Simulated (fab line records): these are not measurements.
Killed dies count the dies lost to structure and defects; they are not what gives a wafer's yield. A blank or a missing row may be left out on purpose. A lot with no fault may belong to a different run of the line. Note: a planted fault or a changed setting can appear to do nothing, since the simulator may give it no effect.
The tool behind it: which one? ; flow gf180mcu ; Sampling: 14 lots, 42 wafers, 5 of 602 route steps

## WHAT THE GAUGES SHOWED, per wafer
GF_HV_LDD_OVL_MEAS_47.
lot;measured;on;HV_LDD_03_OVL (nm)
L622;day 12 10:34;overlay-02;-1.7 -0.4 -2.3
L623;day 12 15:04;overlay-02;-0.2 -2.6 -0.8
L624;day 13 01:48;overlay-02;-1.8 -2.0 -3.8
L627;day 14 00:35;overlay-02;-2.9 -3.4 -5.4
L632;day 15 17:24;overlay-01;-0.9 -2.2 -2.1
L633;day 16 08:52;overlay-01;-1.3 -0.9 -0.6
L638;day 17 21:43;overlay-02;-1.2 -0.5 -3.0
L639;day 18 03:34;overlay-02;-1.6 -1.3 -0.7
L640;day 18 13:01;overlay-01;0.8 -2.7 -2.7
L641;day 18 22:18;overlay-02;-3.1 -2.0 -1.5
L642;day 19 08:33;overlay-02;-1.3 -1.1 0.5
L643;day 19 14:24;overlay-01;1.1 1.0 0.3
L644;day 19 21:10;overlay-01;-2.3 -2.5 -2.2
L645;day 20 08:34;overlay-02;-1.9 -2.4 -0.9

GF_HV_LDD_RS_MEAS_53: uses a four-point probe to measure.
lot;measured;on;HV_LDD_RS (ohm/sq)
L622;day 12 11:01;film-metro-03;418.5 418.2 419.2
L623;day 12 15:32;film-metro-03;418.5 419.2 419.9
L624;day 13 02:17;film-metro-04;417.5 416.3 417.3
L627;day 14 01:07;film-metro-03;419.9 418.6 419.7
L632;day 15 17:52;film-metro-03;- - -
L633;day 16 09:24;film-metro-04;- - -
L638;day 17 22:10;film-metro-03;420.5 420.9 419.9
L639;day 18 04:02;film-metro-01;419.9 419.9 418.0
L640;day 18 13:31;film-metro-03;419.7 419.0 420.0
L641;day 18 22:46;film-metro-01;419.9 418.9 419.4
L642;day 19 09:02;film-metro-03;419.6 417.7 419.9
L643;day 19 14:52;film-metro-03;420.4 421.3 420.2
L644;day 19 21:38;film-metro-04;417.3 419.3 419.4
L645;day 20 09:01;film-metro-01;419.0 418.1 418.4

GF_PSD_TW_MEAS_11.
lot;measured;on;PSD_TW
L622;day 14 06:14;film-metro-02;3199 3191 3203
L623;day 14 10:32;film-metro-03;3158 3141 3137
L624;day 14 21:01;film-metro-02;3212 3203 3209
L627;day 15 22:33;film-metro-02;3231 3235 3237
L632;day 17 18:10;film-metro-02;3234 3233 3216
L633;day 18 10:58;film-metro-01;3203 3208 3191
L638;day 20 01:52;film-metro-01;3196 3179 3183
L639;day 20 08:28;film-metro-03;3141 3154 3153
L640;day 20 17:08;film-metro-01;3202 3203 3191
L641;day 21 02:55;film-metro-02;3230 3244 3245
L642;day 21 12:31;film-metro-03;3152 3153 3162
L643;day 21 18:05;film-metro-01;3215 3221 3211
L644;day 22 01:08;film-metro-02;3242 3230 3238
L645;day 22 12:22;film-metro-02;3233 3225 3234

GF_PSD_RS_MEAS_15: uses a four-point probe to measure.
lot;measured;on;PSD_RS (ohm/sq)
L622;day 14 06:33;film-metro-03;108.57 108.54 109.14
L623;day 14 10:55;film-metro-02;109.22 108.76 108.94
L624;day 14 21:21;film-metro-03;108.52 108.66 108.36
L627;day 15 22:53;film-metro-02;108.98 108.82 109.23
L632;day 17 18:29;film-metro-01;108.91 108.56 108.47
L633;day 18 11:16;film-metro-01;108.29 108.12 108.14
L638;day 20 02:10;film-metro-02;108.40 108.51 108.24
L639;day 20 08:46;film-metro-02;109.02 108.80 108.88
L640;day 20 17:28;film-metro-02;108.64 108.65 108.45
L641;day 21 03:14;film-metro-02;108.49 108.80 108.96
L642;day 21 12:51;film-metro-01;108.30 108.08 108.51
L643;day 21 18:23;film-metro-01;108.63 108.68 108.47
L644;day 22 01:28;film-metro-02;108.97 108.66 108.98
L645;day 22 12:40;film-metro-01;108.69 108.64 108.52

## EACH LOT AND THE TOOL THAT RAN IT (in order: tool; ch and the chambers of the sampled wafers; start)
lot;GF_HV_LDD_IMPLANT_33
L622;implanter-01 ch 0, day 11 14:40
L623;implanter-01 ch 0, day 11 19:01
L624;implanter-03 ch 0, day 12 05:34
L627;implanter-03 ch 0, day 13 03:49
L632;implanter-01 ch 0, day 14 19:20
L633;implanter-01 ch 0, day 15 10:35
L638;implanter-03 ch 0, day 16 22:02
L639;implanter-02 ch 0, day 17 03:41
L640;implanter-03 ch 0, day 17 12:41
L641;implanter-01 ch 0, day 17 22:02
L642;implanter-01 ch 0, day 18 07:46
L643;implanter-01 ch 0, day 18 13:31
L644;implanter-01 ch 0, day 18 20:25
L645;implanter-02 ch 0, day 19 07:38
- GF_HV_LDD_IMPLANT_33

## WHAT THE TOOLS THEMSELVES READ (means of the sampled wafers that have a number; where no wafer has one, the mark that the record gives instead)
GF_HV_LDD_IMPLANT_33.
lot;tool;tilt-deg (degrees)
L622;implanter-01;30.003
L623;implanter-01;30.010
L624;implanter-03;30.006
L627;implanter-03;30.017
L632;implanter-01;22.118
L633;implanter-01;22.128
L638;implanter-03;29.984
L639;implanter-02;29.996
L640;implanter-03;29.953
L641;implanter-01;29.987
L642;implanter-01;29.995
L643;implanter-01;29.978
L644;implanter-01;30.007
L645;implanter-02;30.013

## THE ANSWER, worked out from the rows above alone
Rule: what is usual is taken from the lots themselves. Put in order of their means at a reading, lots are off if they are a third of the lots or fewer, leave a main group of 4 or more, and stand apart from it by a gap of 3 or more times the standard deviation of the main group's means; of several such gaps the widest counts. Not used: any main group whose means are identical at the precision the tables above print for the reading. A lot without any number at a reading at which 4 lots or more have one is off too. Where the step has rows for the other lots, those lots are counted as sound. First the gauges in route order, then the tools' own readings, where a lot's mean is used as printed above. At the first step where some lot is off, the reading lying furthest off is the one used; lots without a number count as furthest.
Off: L632, L633, seen at GF_HV_LDD_RS_MEAS_53 (HV_LDD_RS). Without a number there: L632, L633. For the main group the mean is 419.1 ohm/sq and the standard deviation 0.89.
A tool fits if, at a process step before that reading, it ran every lot that is off, and no sound lot after the first of them. Not tried: the gauges at GF_HV_LDD_RS_MEAS_53; whatever is off there is also off at GF_HV_LDD_IMPLANT_33, on other tools, and gauge error can't account for it. None of those tried fits.

## WHAT HAD BEEN PUT IN BY THE SIMULATOR
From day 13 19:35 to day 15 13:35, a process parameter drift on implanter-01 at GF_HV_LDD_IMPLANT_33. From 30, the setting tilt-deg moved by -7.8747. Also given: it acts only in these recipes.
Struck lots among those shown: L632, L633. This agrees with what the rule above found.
